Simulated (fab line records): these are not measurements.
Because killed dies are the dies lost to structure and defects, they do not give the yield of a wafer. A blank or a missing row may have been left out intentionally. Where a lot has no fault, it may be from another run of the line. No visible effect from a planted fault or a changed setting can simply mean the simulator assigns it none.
A lot that was struck, set against a sound lot / flow sky130 / 17 out of 708 route steps
Sound: the wafers L992.3, L992.5, L992.6. Wafers struck: L986.3, L986.4, L986.5. The cause is given at the end.
Each step with rows lists, per side, the tool, then ch with its chambers, then its first start. Under that, the readings that differ: sound wafers / struck wafers / difference of the means / sigmas: that difference in standard deviations of wafers without a fault.
alike: a reading whose means differ by less than 2 such deviations, as well as words and numbers matching on both sides. not compared: withheld readings; readings where some wafer has no value; bounds like >300 that might hide an equal value; numbers whose values overlap and for which the record gives no deviation.
The two part at a step that has a row with sigmas, a row that says differs or no value, or rows on one side only. When numbers do not overlap yet have no deviation, they are printed without sigmas and do not part them. Lack of a reading on every wafer of one side parts them only where that side has two or more wafers.

first, 1 step without rows for these wafers: SKY_LDD_HVP_IMPLANT_08.
SKY_LDD_HVP_STRIP_09: strips in O2/N2.
  sound on plasmaAsher-01 ch 0,1, day 25 20:16; struck on plasmaAsher-01 ch 0,1, day 24 00:02
  alike: drypumpMotorCurrentA, oesProductAu, stripTimeToEndpointS
  not compared: rfHoursCounterH
SKY_LDD_HVP_TW_MEAS_10:
  struck on filmMetro-04, day 24 00:07; sound on filmMetro-03, day 25 20:21
reading=LDD_HVP_TW; sound=457.1 458.1 459.7; struck=451.6 451.1 452.7; difference=-6.5; sigmas=-3
then, 7 steps without rows for these wafers: SKY_LDD_LDN_DEHYDRATE_00 (time 60 s); SKY_LDD_LDN_HMDS_01 (prime time 60 s); SKY_LDD_LDN_COAT_02 (resist thk 1140 nm); SKY_LDD_LDN_SOFTBAKE_03 (time 60 s); SKY_LDD_LDN_EXPOSE_04 (exposes mask LDNTM, target cd 700 nm); SKY_LDD_LDN_PEB_05; SKY_LDD_LDN_DEVELOP_06 (develop time 60 s).
SKY_LDD_LDN_OVL_MEAS_07:
  struck on overlay-02, day 25 05:56; sound on overlay-01, day 27 01:30
  alike: LDD_LDN_OVL
next, for these wafers, 1 step has no rows: SKY_LDD_LDN_IMPLANT_08.
SKY_LDD_LDN_IMPLANT_09:
  sound on implanter-01 ch 0, day 27 01:44; struck on implanter-03, day 25 06:10
  no value came back on the struck wafers for beamEnergyKeV, beamOnS (s), endStationPressureTorr (Torr); on the sound wafers beamEnergyKeV reads 14.989 14.999 15.002
then, 2 steps without rows for these wafers: SKY_LDD_LDN_IMPLANT_10; SKY_LDD_LDN_IMPLANT_11.
SKY_LDD_LDN_STRIP_12: strips in O2/N2.
  sound on plasmaAsher-04 ch 0,1, day 27 02:10; struck on plasmaAsher-01 ch 0,1, day 25 06:35
  alike: drypumpMotorCurrentA, oesProductAu, stripTimeToEndpointS
  not compared: rfHoursCounterH
SKY_LDD_LDN_TW_MEAS_13:
  struck on filmMetro-04, day 25 06:54; sound on filmMetro-03, day 27 02:15
reading=LDD_LDN_TW; sound=1475 1470 1462; struck=1346 1355 1354; difference=-117; sigmas=-8
  not compared: hold

WHERE THEY PART
At SKY_LDD_HVP_TW_MEAS_10 first; at SKY_LDD_LDN_TW_MEAS_13 last (within this record only).

WHY: what had been put in by the simulator
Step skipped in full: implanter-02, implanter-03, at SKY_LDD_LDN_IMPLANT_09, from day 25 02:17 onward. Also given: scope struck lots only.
